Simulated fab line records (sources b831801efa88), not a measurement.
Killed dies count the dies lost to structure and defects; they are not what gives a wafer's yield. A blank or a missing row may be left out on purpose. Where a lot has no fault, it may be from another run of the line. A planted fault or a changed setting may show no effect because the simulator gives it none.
Matching of chambers + flow sky130 + SKY_VIA2_ETCH_15 on rie_diel-01 has 4 sister chambers
The step etches SiO2 in C4F8/O2/Ar, stops on TiN, target depth 546 nm, time 84 s. 8 wafers are shown with their chamber, then 11 later ones without.

WAFERS, EACH WITH ITS CHAMBER
| wafer  | chamber | oes_product_au (a.u.) |
|--------|---------|-----------------------|
| L088.1 | 3       | 0.942                 |
| L088.2 | 1       | 0.941                 |
| L089.5 | 1       | 0.944                 |
| L089.6 | 2       | 0.937                 |
| L091.3 | 0       | 0.936                 |
| L091.5 | 3       | 0.945                 |
| L091.6 | 2       | 0.934                 |
| L092.2 | 0       | 0.943                 |

WAFERS MISSING THEIR CHAMBER
| wafer  | oes_product_au (a.u.) |
|--------|-----------------------|
| L092.5 | 0.942                 |
| L092.6 | 0.939                 |
| L093.1 | 0.938                 |
| L093.2 | 0.944                 |
| L093.4 | 0.941                 |
| L095.1 | 0.941                 |
| L095.5 | 0.936                 |
| L095.6 | 0.940                 |
| L097.3 | 0.944                 |
| L097.4 | 0.940                 |
| L097.5 | 0.939                 |

CHAMBER TAKEN BY EACH
| wafer  | from the rows above               | in truth |
|--------|-----------------------------------|----------|
| L092.5 | can't be placed: 1 or 3 or 0 or 2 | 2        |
| L092.6 | can't be placed: 0 or 1 or 2 or 3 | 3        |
| L093.1 | can't be placed: 0 or 2 or 1 or 3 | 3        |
| L093.2 | can't be placed: 3 or 1 or 0      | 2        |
| L093.4 | can't be placed: 0 or 1 or 3 or 2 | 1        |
| L095.1 | can't be placed: 0 or 1 or 3 or 2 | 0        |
| L095.5 | can't be placed: 2 or 0 or 1      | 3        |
| L095.6 | can't be placed: 0 or 1 or 3 or 2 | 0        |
| L097.3 | can't be placed: 3 or 1 or 0      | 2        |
| L097.4 | can't be placed: 0 or 1 or 3 or 2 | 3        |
| L097.5 | can't be placed: 0 or 1 or 2 or 3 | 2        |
Correctly placed: 0 of 11. These rows do not allow placing 11 (true chamber among the candidates in 8). Wrongly placed: 0.
How it was worked out, from the rows above alone: a wafer's distance from a chamber is the root of the sum, over the readings, of the square of ((its reading less the chamber's mean) divided by the reading's scatter). The wafer belongs to the nearest chamber; if the next one is less than 2 further off, it can't be placed. For every chamber, the mean is computed from those of its wafers that are shown. The scatter: the root of (the sum of the squares of (reading less its chamber's mean) over the shown wafers, divided by (wafers less chambers)).
